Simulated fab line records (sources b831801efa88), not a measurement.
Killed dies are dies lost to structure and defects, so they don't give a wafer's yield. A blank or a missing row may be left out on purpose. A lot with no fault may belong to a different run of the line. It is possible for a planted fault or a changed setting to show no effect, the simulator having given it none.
Which tool did it? | flow sky130 | 24 lots with 72 wafers sampled at 2 steps, on a route of 708 steps

WHAT EACH GAUGE READ, for each wafer
SKY_SONOS_ONO_OVL_MEAS_14. Usual: SONOS_ONO_OVL 0.4 nm, standard deviation 1.2.
lot  | measured     | on         | SONOS_ONO_OVL (nm) | flag
L074 | day 12 16:26 | overlay-01 | -0.5 2.1 2.2       | 
L075 | day 12 17:46 | overlay-02 | -0.8 1.1 1.0       | 
L076 | day 13 09:05 | overlay-02 | 1.5 1.3 1.5        | 
L077 | day 13 16:31 | overlay-02 | -0.8 -0.3 -1.7     | 
L078 | day 14 03:38 | overlay-01 | 1.2 1.7 2.0        | 
L079 | day 14 10:19 | overlay-01 | 0.7 0.9 -0.6       | 
L080 | day 14 20:11 | overlay-02 | -0.1 -0.2 0.1      | 
L081 | day 15 04:23 | overlay-01 | 1.3 0.1 -0.8       | 
L082 | day 15 09:35 | overlay-02 | 0.8 0.3 1.9        | 
L083 | day 15 12:07 | overlay-01 | -0.8 -0.2 -0.6     | 
L084 | day 16 02:13 | overlay-02 | 0.1 2.1 2.3        | 
L085 | day 16 13:19 | overlay-02 | -1.6 1.4 1.8       | 
L086 | day 16 19:04 | overlay-01 | 0.6 2.5 2.3        | 
L087 | day 17 07:55 | overlay-02 | -0.5 0.5 -0.1      | 
L088 | day 17 08:13 | overlay-01 | -0.1 1.3 0.4       | 
L089 | day 17 20:58 | overlay-01 | 0.1 0.2 1.9        | 
L090 | day 18 05:23 | overlay-02 | -0.9 1.0 -0.4      | 
L092 | day 19 07:11 | overlay-02 | -0.7 0.1 -0.6      | 
L091 | day 19 07:29 | overlay-02 | 0.5 0.1 1.0        | 
L093 | day 19 10:08 | overlay-02 | -0.5 0.7 0.2       | 
L094 | day 19 19:11 | overlay-01 | 1.7 1.9 0.9        | 
L095 | day 20 02:52 | overlay-02 | -1.3 0.2 -0.1      | 
L096 | day 20 05:43 | overlay-01 | 1.8 -0.8 2.8       | 
L097 | day 20 12:43 | overlay-02 | 2.3 -0.6 0.7       | 

TOOL THAT RAN EACH LOT (tool first, then ch and the chambers of the sampled wafers, then the start)
lot  | SKY_FIELD_ISO_ETCH_17
L074 | rieSi-01 ch 0,1,3, day 2 05:50
L075 | rieSi-01 ch 0,1, day 2 09:18
L076 | rieSi-01 ch 0,2,3, day 2 16:10
L077 | rieSi-02 ch 2,3, day 2 22:42
L078 | rieSi-01 ch 1,3, day 3 04:42
L079 | rieSi-01 ch 0,1,2, day 3 09:36
L080 | rieSi-02 ch 0,1,3, day 3 14:01
L081 | rieSi-02 ch 0,3, day 3 19:40
L082 | rieSi-02 ch 0,2, day 4 00:32
L083 | rieSi-01 ch 0,3, day 4 03:23
L084 | rieSi-02 ch 0,3, day 4 07:49
L085 | rieSi-02 ch 0,1,2, day 4 14:34
L086 | rieSi-01 ch 1,2, day 4 21:43
L087 | rieSi-01 ch 1,2,3, day 5 02:01
L088 | rieSi-02 ch 0,2,3, day 5 05:30
L089 | rieSi-02 ch 0,1, day 5 10:23
L090 | rieSi-02 ch 1,2,3, day 5 16:04
L092 | rieSi-01 ch 0,1,3, day 6 10:44
L091 | rieSi-02 ch 1,3, day 6 10:53
L093 | rieSi-01 ch 0,3, day 6 11:04
L094 | rieSi-01 ch 0,1,3, day 6 16:27
L095 | rieSi-02 ch 0,1,3, day 6 20:59
L096 | rieSi-01 ch 0,1,3, day 7 00:07
L097 | rieSi-01 ch 0,2,3, day 7 06:25
- SKY_FIELD_ISO_ETCH_17: etches Si in HBr/Cl2/O2, target depth 342 nm, time 97.7 s.

AS READ BY THE TOOLS THEMSELVES (means over the sampled wafers that have a number; for cases with no such wafer, the mark the record gives instead)
SKY_FIELD_ISO_ETCH_17. Usual: drypumpMotorCurrentA 5.4 A, standard deviation 0.44; heBacksideLeakSccm 2.8 sccm, standard deviation 0.3; oesProductAu 0.996 a.u., standard deviation 0.0097; throttleValvePct 25.660 %, standard deviation 0.01.
lot  | tool     | drypumpMotorCurrentA (A) | heBacksideLeakSccm (sccm) | oesProductAu (a.u.) | throttleValvePct (%) | flag
L074 | rieSi-01 | 5.1                      | 2.8                       | 0.996               | 25.660               | 
L075 | rieSi-01 | 4.8                      | 2.9                       | 0.996               | 25.663               | 
L076 | rieSi-01 | 5.3                      | 2.8                       | 0.996               | 25.661               | 
L077 | rieSi-02 | 5.6                      | 2.8                       | 0.995               | 25.658               | 
L078 | rieSi-01 | 5.2                      | 2.5                       | 1.004               | 25.656               | 
L079 | rieSi-01 | 5.2                      | 2.7                       | 0.994               | 25.651               | 
L080 | rieSi-02 | 5.8                      | 2.7                       | 0.986               | 25.663               | 
L081 | rieSi-02 | 5.7                      | 2.7                       | 0.997               | 25.659               | 
L082 | rieSi-02 | 5.4                      | 2.9                       | 0.994               | 25.656               | 
L083 | rieSi-01 | 5.2                      | 2.6                       | 0.996               | 25.658               | 
L084 | rieSi-02 | 5.6                      | 2.7                       | 0.996               | 25.665               | 
L085 | rieSi-02 | 5.7                      | 2.9                       | 0.991               | 25.659               | 
L086 | rieSi-01 | 5.3                      | 2.8                       | 0.999               | 25.655               | 
L087 | rieSi-01 | 5.5                      | 2.7                       | 0.994               | 25.666               | 
L088 | rieSi-02 | 5.5                      | 2.8                       | 1.000               | 25.662               | 
L089 | rieSi-02 | 5.7                      | 2.8                       | 0.992               | 25.661               | 
L090 | rieSi-02 | 5.8                      | 2.8                       | 1.004               | 25.655               | 
L092 | rieSi-01 | 5.1                      | 2.7                       | 0.994               | 25.657               | 
L091 | rieSi-02 | 5.9                      | 2.7                       | 0.999               | 25.645               | 
L093 | rieSi-01 | 5.2                      | 2.6                       | 0.996               | 25.666               | 
L094 | rieSi-01 | 5.1                      | 2.6                       | 0.994               | 25.670               | 
L095 | rieSi-02 | 5.8                      | 2.7                       | 0.994               | 25.665               | 
L096 | rieSi-01 | 5.1                      | 2.6                       | 0.999               | 25.657               | 
L097 | rieSi-01 | 5.3                      | 2.9                       | 0.991               | 25.666               | 

THE ANSWER, worked out from the rows above alone
Rule: take the mean of a lot's wafers that have a number; if it is more than 3 standard deviations from the usual mean, the lot is off. Also off: a lot with no number at a reading for which 4 or more lots have one. Where the step has rows for the other lots, those lots are counted as sound. First the gauges in route order, then the tools' own readings, where a lot's mean is used as printed above. The first step at which some lot is off is used, and at that step the reading that is off furthest; a lot without a number counts as furthest.
Across all readings shown, no lot is off: no conclusion can be drawn from this.

WHAT THE SIMULATOR HAD PUT IN
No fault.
